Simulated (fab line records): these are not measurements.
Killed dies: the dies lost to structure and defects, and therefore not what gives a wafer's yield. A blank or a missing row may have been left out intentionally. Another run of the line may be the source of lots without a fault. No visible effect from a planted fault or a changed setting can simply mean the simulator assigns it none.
fab line records / flow gf180mcu
record lots=7 wafers=21 lastDay=34
route steps=602 shown V3@430
lots untouched by any fault: they come from a run of this same line in which no faults occurred
startH: start of the lot's first displayed wafer, in hours after the record's first day / waitH: time in hours since the lot's previous step / " same as the row above / L1.1+2: a single row standing in for several wafers / - value missing, or start not given / * or withheld: withheld / < > ~ a bound
route shown NAME@n: NAME is a module with steps in the file, n the number in the route of the first one / usual: the fault-free wafers' mean and standard deviation / same: alike in all rows / chamber/n: place in a boat / sites: per-site readings / _std_site: the values' standard deviation / _edge_site: the outer-site mean with the inner-site mean subtracted / radiusMm: how far each site lies from the wafer's centre / mask NAME#n: copy n / behind: tool/chamber where the wafer was last shaped / hold: what put the lot on hold/how long, in hours/how the hold closed / device: which transistor (n, p or np) failed to switch / end of line: at the end of the route, the tests of the same wafers / a step without rows: its recipe alone / killed: not the wafer's yield, but the dies lost to structure and defects at the first sort / map: dies across one wafer; x = killed, . = not, _ = none there
set.NAME: the setting as run; set.NAME@STEP: as run at that earlier step / model.NAME: the simulator's own value behind a step, which no gauge read
certain route steps with their lots: each step a table, each wafer a row
services: when a tool's chamber went out of use (startH, in hours from the record's first day, below 0 if earlier), for how many hours, and the reason
## steps
# step GF_V3_THK_MEAS_01
# recipe reads=SiO2_of_V3_CVD_00
# usual V3_CVD_00_THK=600/6.2
lot.wafer=L672.2 tool=filmMetro-04 chamber=- startH=536.42 waitH=0.0 V3_CVD_00_THK[nm]=598
lot.wafer=L672.4 tool=filmMetro-04 chamber=- startH=536.42 waitH=0.0 V3_CVD_00_THK[nm]=597
lot.wafer=L672.5 tool=filmMetro-04 chamber=- startH=536.42 waitH=0.0 V3_CVD_00_THK[nm]=599
lot.wafer=L677.1 tool=filmMetro-04 chamber=- startH=581.46 waitH=0.0 V3_CVD_00_THK[nm]=599
lot.wafer=L677.4 tool=filmMetro-04 chamber=- startH=581.46 waitH=0.0 V3_CVD_00_THK[nm]=599
lot.wafer=L677.6 tool=filmMetro-04 chamber=- startH=581.46 waitH=0.0 V3_CVD_00_THK[nm]=589
lot.wafer=L681.1 tool=filmMetro-02 chamber=- startH=610.14 waitH=0.0 V3_CVD_00_THK[nm]=610
lot.wafer=L681.2 tool=filmMetro-02 chamber=- startH=610.14 waitH=0.0 V3_CVD_00_THK[nm]=607
lot.wafer=L681.3 tool=filmMetro-02 chamber=- startH=610.14 waitH=0.0 V3_CVD_00_THK[nm]=613
lot.wafer=L682.1 tool=filmMetro-04 chamber=- startH=614.14 waitH=0.0 V3_CVD_00_THK[nm]=596
lot.wafer=L682.3 tool=filmMetro-04 chamber=- startH=614.14 waitH=0.0 V3_CVD_00_THK[nm]=599
lot.wafer=L682.6 tool=filmMetro-04 chamber=- startH=614.14 waitH=0.0 V3_CVD_00_THK[nm]=595
lot.wafer=L683.2 tool=filmMetro-04 chamber=- startH=620.42 waitH=0.0 V3_CVD_00_THK[nm]=600
lot.wafer=L683.5 tool=filmMetro-04 chamber=- startH=620.42 waitH=0.0 V3_CVD_00_THK[nm]=605
lot.wafer=L683.6 tool=filmMetro-04 chamber=- startH=620.42 waitH=0.0 V3_CVD_00_THK[nm]=597
lot.wafer=L687.1 tool=filmMetro-02 chamber=- startH=653.04 waitH=0.0 V3_CVD_00_THK[nm]=599
lot.wafer=L687.5 tool=filmMetro-02 chamber=- startH=653.04 waitH=0.0 V3_CVD_00_THK[nm]=596
lot.wafer=L687.6 tool=filmMetro-02 chamber=- startH=653.04 waitH=0.0 V3_CVD_00_THK[nm]=588
lot.wafer=L690.1 tool=filmMetro-01 chamber=- startH=669.21 waitH=0.1 V3_CVD_00_THK[nm]=598
lot.wafer=L690.3 tool=filmMetro-01 chamber=- startH=669.21 waitH=0.1 V3_CVD_00_THK[nm]=599
lot.wafer=L690.6 tool=filmMetro-01 chamber=- startH=669.21 waitH=0.1 V3_CVD_00_THK[nm]=595
# step GF_V3_CVD_02
# recipe material=SiO2 targetThkNm=850 precursor=TEOS tempC=400 timeS=94.851 rfW=600
# usual heaterPowerW=704/85
lot.wafer=L672.2 tool=pecvd-04 chamber=2 startH=536.47 waitH=0.0 heaterPowerW=650
lot.wafer=L672.4 tool=pecvd-04 chamber=1 startH=536.47 waitH=0.0 heaterPowerW=791
lot.wafer=L672.5 tool=pecvd-04 chamber=2 startH=536.47 waitH=0.0 heaterPowerW=710
lot.wafer=L677.1 tool=pecvd-04 chamber=1 startH=581.52 waitH=0.1 heaterPowerW=795
lot.wafer=L677.4 tool=pecvd-04 chamber=2 startH=581.52 waitH=0.1 heaterPowerW=741
lot.wafer=L677.6 tool=pecvd-04 chamber=1 startH=581.52 waitH=0.1 heaterPowerW=827
lot.wafer=L681.1 tool=pecvd-02 chamber=2 startH=610.20 waitH=0.1 heaterPowerW=712
lot.wafer=L681.2 tool=pecvd-02 chamber=1 startH=610.20 waitH=0.1 heaterPowerW=609
lot.wafer=L681.3 tool=pecvd-02 chamber=0 startH=610.20 waitH=0.1 heaterPowerW=742
lot.wafer=L682.1 tool=pecvd-02 chamber=2 startH=614.20 waitH=0.1 heaterPowerW=678
lot.wafer=L682.3 tool=pecvd-02 chamber=1 startH=614.20 waitH=0.1 heaterPowerW=634
lot.wafer=L682.6 tool=pecvd-02 chamber=1 startH=614.20 waitH=0.1 heaterPowerW=676
lot.wafer=L683.2 tool=pecvd-02 chamber=1 startH=620.47 waitH=0.0 heaterPowerW=598
lot.wafer=L683.5 tool=pecvd-02 chamber=2 startH=620.47 waitH=0.0 heaterPowerW=671
lot.wafer=L683.6 tool=pecvd-02 chamber=0 startH=620.47 waitH=0.0 heaterPowerW=766
lot.wafer=L687.1 tool=pecvd-04 chamber=2 startH=653.10 waitH=0.1 heaterPowerW=753
lot.wafer=L687.5 tool=pecvd-04 chamber=2 startH=653.10 waitH=0.1 heaterPowerW=645
lot.wafer=L687.6 tool=pecvd-04 chamber=1 startH=653.10 waitH=0.1 heaterPowerW=772
lot.wafer=L690.1 tool=pecvd-04 chamber=2 startH=669.27 waitH=0.1 heaterPowerW=703
lot.wafer=L690.3 tool=pecvd-04 chamber=1 startH=669.27 waitH=0.1 heaterPowerW=807
lot.wafer=L690.6 tool=pecvd-04 chamber=1 startH=669.27 waitH=0.1 heaterPowerW=821
# step GF_V3_THK_MEAS_03
# recipe reads=SiO2_of_V3_CVD_02
# usual V3_CVD_02_THK=851/11
lot.wafer=L672.2 tool=filmMetro-01 chamber=- startH=536.55 waitH=0.0 V3_CVD_02_THK[nm]=845
lot.wafer=L672.4 tool=filmMetro-01 chamber=- startH=536.55 waitH=0.0 V3_CVD_02_THK[nm]=869
lot.wafer=L672.5 tool=filmMetro-01 chamber=- startH=536.55 waitH=0.0 V3_CVD_02_THK[nm]=874
lot.wafer=L677.1 tool=filmMetro-02 chamber=- startH=581.59 waitH=0.0 V3_CVD_02_THK[nm]=841
lot.wafer=L677.4 tool=filmMetro-02 chamber=- startH=581.59 waitH=0.0 V3_CVD_02_THK[nm]=858
lot.wafer=L677.6 tool=filmMetro-02 chamber=- startH=581.59 waitH=0.0 V3_CVD_02_THK[nm]=866
lot.wafer=L681.1 tool=filmMetro-02 chamber=- startH=610.27 waitH=0.0 V3_CVD_02_THK[nm]=856
lot.wafer=L681.2 tool=filmMetro-02 chamber=- startH=610.27 waitH=0.0 V3_CVD_02_THK[nm]=855
lot.wafer=L681.3 tool=filmMetro-02 chamber=- startH=610.27 waitH=0.0 V3_CVD_02_THK[nm]=849
lot.wafer=L682.1 tool=filmMetro-02 chamber=- startH=614.27 waitH=0.0 V3_CVD_02_THK[nm]=847
lot.wafer=L682.3 tool=filmMetro-02 chamber=- startH=614.27 waitH=0.0 V3_CVD_02_THK[nm]=838
lot.wafer=L682.6 tool=filmMetro-02 chamber=- startH=614.27 waitH=0.0 V3_CVD_02_THK[nm]=850
lot.wafer=L683.2 tool=filmMetro-02 chamber=- startH=620.55 waitH=0.0 V3_CVD_02_THK[nm]=844
lot.wafer=L683.5 tool=filmMetro-02 chamber=- startH=620.55 waitH=0.0 V3_CVD_02_THK[nm]=856
lot.wafer=L683.6 tool=filmMetro-02 chamber=- startH=620.55 waitH=0.0 V3_CVD_02_THK[nm]=864
lot.wafer=L687.1 tool=filmMetro-04 chamber=- startH=653.17 waitH=0.0 V3_CVD_02_THK[nm]=835
lot.wafer=L687.5 tool=filmMetro-04 chamber=- startH=653.17 waitH=0.0 V3_CVD_02_THK[nm]=841
lot.wafer=L687.6 tool=filmMetro-04 chamber=- startH=653.17 waitH=0.0 V3_CVD_02_THK[nm]=841
lot.wafer=L690.1 tool=filmMetro-04 chamber=- startH=669.34 waitH=0.0 V3_CVD_02_THK[nm]=835
lot.wafer=L690.3 tool=filmMetro-04 chamber=- startH=669.34 waitH=0.0 V3_CVD_02_THK[nm]=846
lot.wafer=L690.6 tool=filmMetro-04 chamber=- startH=669.34 waitH=0.0 V3_CVD_02_THK[nm]=843
# step GF_V3_CMP_04
# recipe material=SiO2 downForcePsi=4 platenRpm=60 padVelocityMS=0.94248
# usual motorCurrentA=12.1/0.71 timeToEndpointS=77/4
lot.wafer=L672.2 tool=cmp-01 chamber=1 startH=536.70 waitH=0.1 motorCurrentA=11.3 timeToEndpointS=75
lot.wafer=L672.4 tool=cmp-01 chamber=2 startH=536.70 waitH=0.1 motorCurrentA=12.9 timeToEndpointS=85
lot.wafer=L672.5 tool=cmp-01 chamber=3 startH=536.70 waitH=0.1 motorCurrentA=12.1 timeToEndpointS=88
lot.wafer=L677.1 tool=cmp-01 chamber=0 startH=581.70 waitH=0.1 motorCurrentA=13.1 timeToEndpointS=74
lot.wafer=L677.4 tool=cmp-01 chamber=2 startH=581.70 waitH=0.1 motorCurrentA=12.1 timeToEndpointS=76
lot.wafer=L677.6 tool=cmp-01 chamber=3 startH=581.70 waitH=0.1 motorCurrentA=12.6 timeToEndpointS=82
lot.wafer=L681.2 tool=cmp-01 chamber=3 startH=610.33 waitH=0.0 motorCurrentA=12.0 timeToEndpointS=76
lot.wafer=L681.1 tool=cmp-01 chamber=0 startH=610.33 waitH=0.0 motorCurrentA=12.3 timeToEndpointS=79
lot.wafer=L681.3 tool=cmp-01 chamber=2 startH=610.33 waitH=0.0 motorCurrentA=11.7 timeToEndpointS=73
lot.wafer=L682.3 tool=cmp-02 chamber=0 startH=614.43 waitH=0.1 motorCurrentA=12.2 timeToEndpointS=73
lot.wafer=L682.1 tool=cmp-02 chamber=1 startH=614.43 waitH=0.1 motorCurrentA=13.3 timeToEndpointS=79
lot.wafer=L682.6 tool=cmp-02 chamber=2 startH=614.43 waitH=0.1 motorCurrentA=10.6 timeToEndpointS=78
lot.wafer=L683.2 tool=cmp-02 chamber=3 startH=620.60 waitH=0.0 motorCurrentA=11.8 timeToEndpointS=76
lot.wafer=L683.6 tool=cmp-02 chamber=3 startH=620.60 waitH=0.0 motorCurrentA=12.0 timeToEndpointS=83
lot.wafer=L683.5 tool=cmp-02 chamber=0 startH=620.60 waitH=0.0 motorCurrentA=11.9 timeToEndpointS=80
lot.wafer=L687.1 tool=cmp-02 chamber=1 startH=653.23 waitH=0.1 motorCurrentA=12.8 timeToEndpointS=78
lot.wafer=L687.6 tool=cmp-02 chamber=1 startH=653.23 waitH=0.1 motorCurrentA=12.5 timeToEndpointS=77
lot.wafer=L687.5 tool=cmp-02 chamber=2 startH=653.23 waitH=0.1 motorCurrentA=11.1 timeToEndpointS=77
lot.wafer=L690.3 tool=cmp-01 chamber=1 startH=669.50 waitH=0.1 motorCurrentA=12.0 timeToEndpointS=75
lot.wafer=L690.1 tool=cmp-01 chamber=2 startH=669.50 waitH=0.1 motorCurrentA=12.7 timeToEndpointS=76
lot.wafer=L690.6 tool=cmp-01 chamber=0 startH=669.50 waitH=0.1 motorCurrentA=12.4 timeToEndpointS=79
# step GF_V3_BOW_MEAS_05
# recipe mode=bow
# usual V3_BOW=117/8.3
lot.wafer=L672.2 tool=filmMetro-04 chamber=- startH=536.92 waitH=0.2 V3_BOW[um]=108
lot.wafer=L672.4 tool=filmMetro-04 chamber=- startH=536.92 waitH=0.2 V3_BOW[um]=107
lot.wafer=L672.5 tool=filmMetro-04 chamber=- startH=536.92 waitH=0.2 V3_BOW[um]=106
lot.wafer=L677.1 tool=filmMetro-02 chamber=- startH=581.96 waitH=0.2 V3_BOW[um]=113
lot.wafer=L677.4 tool=filmMetro-02 chamber=- startH=581.96 waitH=0.2 V3_BOW[um]=126
lot.wafer=L677.6 tool=filmMetro-02 chamber=- startH=581.96 waitH=0.2 V3_BOW[um]=116
lot.wafer=L681.1 tool=filmMetro-01 chamber=- startH=610.63 waitH=0.2 V3_BOW[um]=120
lot.wafer=L681.2 tool=filmMetro-01 chamber=- startH=610.63 waitH=0.2 V3_BOW[um]=112
lot.wafer=L681.3 tool=filmMetro-01 chamber=- startH=610.63 waitH=0.2 V3_BOW[um]=101
lot.wafer=L682.1 tool=filmMetro-02 chamber=- startH=614.63 waitH=0.1 V3_BOW[um]=120
lot.wafer=L682.3 tool=filmMetro-02 chamber=- startH=614.63 waitH=0.1 V3_BOW[um]=110
lot.wafer=L682.6 tool=filmMetro-02 chamber=- startH=614.63 waitH=0.1 V3_BOW[um]=116
lot.wafer=L683.2 tool=filmMetro-04 chamber=- startH=620.92 waitH=0.3 V3_BOW[um]=121
lot.wafer=L683.5 tool=filmMetro-04 chamber=- startH=620.92 waitH=0.3 V3_BOW[um]=119
lot.wafer=L683.6 tool=filmMetro-04 chamber=- startH=620.92 waitH=0.3 V3_BOW[um]=123
lot.wafer=L687.1 tool=filmMetro-01 chamber=- startH=653.53 waitH=0.2 V3_BOW[um]=108
lot.wafer=L687.5 tool=filmMetro-01 chamber=- startH=653.53 waitH=0.2 V3_BOW[um]=98
lot.wafer=L687.6 tool=filmMetro-01 chamber=- startH=653.53 waitH=0.2 V3_BOW[um]=109
lot.wafer=L690.1 tool=filmMetro-01 chamber=- startH=669.70 waitH=0.1 V3_BOW[um]=131
lot.wafer=L690.3 tool=filmMetro-01 chamber=- startH=669.70 waitH=0.1 V3_BOW[um]=110
lot.wafer=L690.6 tool=filmMetro-01 chamber=- startH=669.70 waitH=0.1 V3_BOW[um]=125
# step GF_V3_DEHYDRATE_06
# recipe tempC=200 timeS=60
# step GF_V3_HMDS_07
# recipe primeTimeS=60 primeTempC=120
# step GF_V3_COAT_08
# recipe resist=BARC tempC=withheld timeS=withheld spinRpm=withheld resistThkNm=withheld
# step GF_V3_COAT_09
# recipe resist=KrF spinRpm=withheld resistThkNm=1000
# step GF_V3_SOFTBAKE_10
# recipe tempC=130 timeS=60 resist=KrF
# step GF_V3_EXPOSE_11
# recipe maskId=Via3 targetCdNm=260 na=0.68 sourceShape=conventional sigmaOuter=0.6 doseMj=38
# step GF_V3_PEB_12
# recipe pebTempC=135 pebTimeS=90 resist=KrF
# step GF_V3_DEVELOP_13
# recipe developTimeS=60 resist=KrF devTempC=21
# usual chillPlateTempC=23.03/0.098 developTimeS=60/0
lot.wafer=L672.2 tool=lithoTrack-03 chamber=0 startH=559.09 waitH=0.2 chillPlateTempC=23.17 developTimeS=60 model.KrF_of_V3_COAT_09.thkNm=981.3
lot.wafer=L672.4 tool=lithoTrack-03 chamber=0 startH=559.09 waitH=0.2 chillPlateTempC=23.15 developTimeS=60 model.KrF_of_V3_COAT_09.thkNm=985.1
lot.wafer=L672.5 tool=lithoTrack-03 chamber=0 startH=559.09 waitH=0.2 chillPlateTempC=23.16 developTimeS=60 model.KrF_of_V3_COAT_09.thkNm=982.9
lot.wafer=L677.1 tool=lithoTrack-02 chamber=0 startH=602.62 waitH=0.2 chillPlateTempC=23.09 developTimeS=60 model.KrF_of_V3_COAT_09.thkNm=984.5
lot.wafer=L677.4 tool=lithoTrack-02 chamber=0 startH=602.62 waitH=0.2 chillPlateTempC=23.05 developTimeS=60 model.KrF_of_V3_COAT_09.thkNm=986.1
lot.wafer=L677.6 tool=lithoTrack-02 chamber=0 startH=602.62 waitH=0.2 chillPlateTempC=23.03 developTimeS=60 model.KrF_of_V3_COAT_09.thkNm=985.3
lot.wafer=L681.1 tool=lithoTrack-03 chamber=- startH=630.92 waitH=0.2 chillPlateTempC=- developTimeS=- model.KrF_of_V3_COAT_09.thkNm=999.5
lot.wafer=L681.2 tool=lithoTrack-03 chamber=- startH=630.92 waitH=0.2 chillPlateTempC=- developTimeS=- model.KrF_of_V3_COAT_09.thkNm=1001
lot.wafer=L681.3 tool=lithoTrack-03 chamber=- startH=630.92 waitH=0.2 chillPlateTempC=- developTimeS=- model.KrF_of_V3_COAT_09.thkNm=998.9
lot.wafer=L682.1 tool=lithoTrack-04 chamber=- startH=635.00 waitH=0.2 chillPlateTempC=- developTimeS=- model.KrF_of_V3_COAT_09.thkNm=999.4
lot.wafer=L682.3 tool=lithoTrack-04 chamber=- startH=635.00 waitH=0.2 chillPlateTempC=- developTimeS=- model.KrF_of_V3_COAT_09.thkNm=999.9
lot.wafer=L682.6 tool=lithoTrack-04 chamber=- startH=635.00 waitH=0.2 chillPlateTempC=- developTimeS=- model.KrF_of_V3_COAT_09.thkNm=1002
lot.wafer=L683.2 tool=lithoTrack-04 chamber=- startH=640.98 waitH=0.2 chillPlateTempC=- developTimeS=- model.KrF_of_V3_COAT_09.thkNm=995.1
lot.wafer=L683.5 tool=lithoTrack-04 chamber=- startH=640.98 waitH=0.2 chillPlateTempC=- developTimeS=- model.KrF_of_V3_COAT_09.thkNm=998.5
lot.wafer=L683.6 tool=lithoTrack-04 chamber=- startH=640.98 waitH=0.2 chillPlateTempC=- developTimeS=- model.KrF_of_V3_COAT_09.thkNm=996.3
lot.wafer=L687.1 tool=lithoTrack-04 chamber=0 startH=672.45 waitH=0.2 chillPlateTempC=22.99 developTimeS=60 model.KrF_of_V3_COAT_09.thkNm=984.3
lot.wafer=L687.5 tool=lithoTrack-04 chamber=0 startH=672.45 waitH=0.2 chillPlateTempC=22.94 developTimeS=60 model.KrF_of_V3_COAT_09.thkNm=980.5
lot.wafer=L687.6 tool=lithoTrack-04 chamber=0 startH=672.45 waitH=0.2 chillPlateTempC=23.09 developTimeS=60 model.KrF_of_V3_COAT_09.thkNm=988.8
lot.wafer=L690.1 tool=lithoTrack-04 chamber=0 startH=689.10 waitH=0.2 chillPlateTempC=23.14 developTimeS=60 model.KrF_of_V3_COAT_09.thkNm=988.5
lot.wafer=L690.3 tool=lithoTrack-04 chamber=0 startH=689.10 waitH=0.2 chillPlateTempC=23.02 developTimeS=60 model.KrF_of_V3_COAT_09.thkNm=985.2
lot.wafer=L690.6 tool=lithoTrack-04 chamber=0 startH=689.10 waitH=0.2 chillPlateTempC=22.96 developTimeS=60 model.KrF_of_V3_COAT_09.thkNm=991.4
# step GF_V3_CD_MEAS_14
# recipe targetCdNm=260
# usual cdNm=260.0/1.1
lot.wafer=L672.2 tool=cdSem-01 chamber=- startH=559.24 waitH=0.1 cdNm=259.3
lot.wafer=L672.4 tool=cdSem-01 chamber=- startH=559.24 waitH=0.1 cdNm=260.2
lot.wafer=L672.5 tool=cdSem-01 chamber=- startH=559.24 waitH=0.1 cdNm=259.6
lot.wafer=L677.1 tool=cdSem-01 chamber=- startH=602.77 waitH=0.1 cdNm=259.9
lot.wafer=L677.4 tool=cdSem-01 chamber=- startH=602.77 waitH=0.1 cdNm=259.7
lot.wafer=L677.6 tool=cdSem-01 chamber=- startH=602.77 waitH=0.1 cdNm=260.2
lot.wafer=L681.1 tool=cdSem-01 chamber=- startH=631.07 waitH=0.1 cdNm=-
lot.wafer=L681.2 tool=cdSem-01 chamber=- startH=631.07 waitH=0.1 cdNm=-
lot.wafer=L681.3 tool=cdSem-01 chamber=- startH=631.07 waitH=0.1 cdNm=-
lot.wafer=L682.1 tool=cdSem-02 chamber=- startH=635.15 waitH=0.1 cdNm=-
lot.wafer=L682.3 tool=cdSem-02 chamber=- startH=635.15 waitH=0.1 cdNm=-
lot.wafer=L682.6 tool=cdSem-02 chamber=- startH=635.15 waitH=0.1 cdNm=-
lot.wafer=L683.2 tool=cdSem-02 chamber=- startH=641.12 waitH=0.1 cdNm=-
lot.wafer=L683.5 tool=cdSem-02 chamber=- startH=641.12 waitH=0.1 cdNm=-
lot.wafer=L683.6 tool=cdSem-02 chamber=- startH=641.12 waitH=0.1 cdNm=-
lot.wafer=L687.1 tool=cdSem-02 chamber=- startH=672.60 waitH=0.1 cdNm=258.0
lot.wafer=L687.5 tool=cdSem-02 chamber=- startH=672.60 waitH=0.1 cdNm=257.6
lot.wafer=L687.6 tool=cdSem-02 chamber=- startH=672.60 waitH=0.1 cdNm=258.3
lot.wafer=L690.1 tool=cdSem-01 chamber=- startH=689.25 waitH=0.1 cdNm=259.6
lot.wafer=L690.3 tool=cdSem-01 chamber=- startH=689.25 waitH=0.1 cdNm=259.0
lot.wafer=L690.6 tool=cdSem-01 chamber=- startH=689.25 waitH=0.1 cdNm=258.5
## services
tool=cmp-02 chamber=- startH=529.00 hours=1.0 kind=repair
tool=pecvd-04 chamber=- startH=555.78 hours=0.7 kind=repair
tool=pecvd-04 chamber=- startH=557.59 hours=0.8 kind=repair
tool=cmp-02 chamber=- startH=573.79 hours=4.0 kind=pm
tool=cmp-02 chamber=- startH=577.79 hours=- kind=consumableReplace:conditioner
tool=cmp-02 chamber=- startH=577.79 hours=- kind=consumableReplace:pad
tool=lithoTrack-03 chamber=- startH=589.13 hours=- kind=consumableReplace:filter
tool=cmp-02 chamber=- startH=589.42 hours=3.0 kind=repair
tool=lithoTrack-04 chamber=- startH=621.41 hours=- kind=consumableReplace:filter
tool=cmp-01 chamber=- startH=627.89 hours=1.1 kind=repair
tool=pecvd-02 chamber=0 startH=633.55 hours=7.7 kind=repair
tool=pecvd-04 chamber=- startH=661.28 hours=1.7 kind=repair
tool=cmp-01 chamber=- startH=673.75 hours=2.3 kind=repair
## key
firstSign step=GF_V3_DEVELOP_13 reading=toolRecord direction=missing
effect none on later readings
modelEffect step=GF_V3_DEVELOP_13 value=KrF_of_V3_COAT_09.thkNm without=983.9 struck=998.9
metAt GF_V3_DEVELOP_13
struckWafers L681.1,L681.2,L681.3,L682.1,L682.3,L682.6,L683.2,L683.5,L683.6
laterRowsLeftOut L681.1,L681.2,L681.3,L682.1,L682.3,L682.6,L683.2,L683.5,L683.6
sortLeftOut L681.1,L681.2,L681.3,L682.1,L682.3,L682.6,L683.2,L683.5,L683.6
onsetBetween 559.09 630.92
fault kind=skippedStepWhole tool=lithoTrack-03,lithoTrack-04 chamber=- onsetH=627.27 steps=GF_V3_DEVELOP_13 scope=struckLotsOnly
# sortLeftOut: the simulated sort isn't trusted on such a fault, so these wafers' sort isn't shown, and their yield isn't known
# laterRowsLeftOut: the simulator's readings of these wafers behind a module that went badly wrong aren't trusted and aren't shown, but for the sort
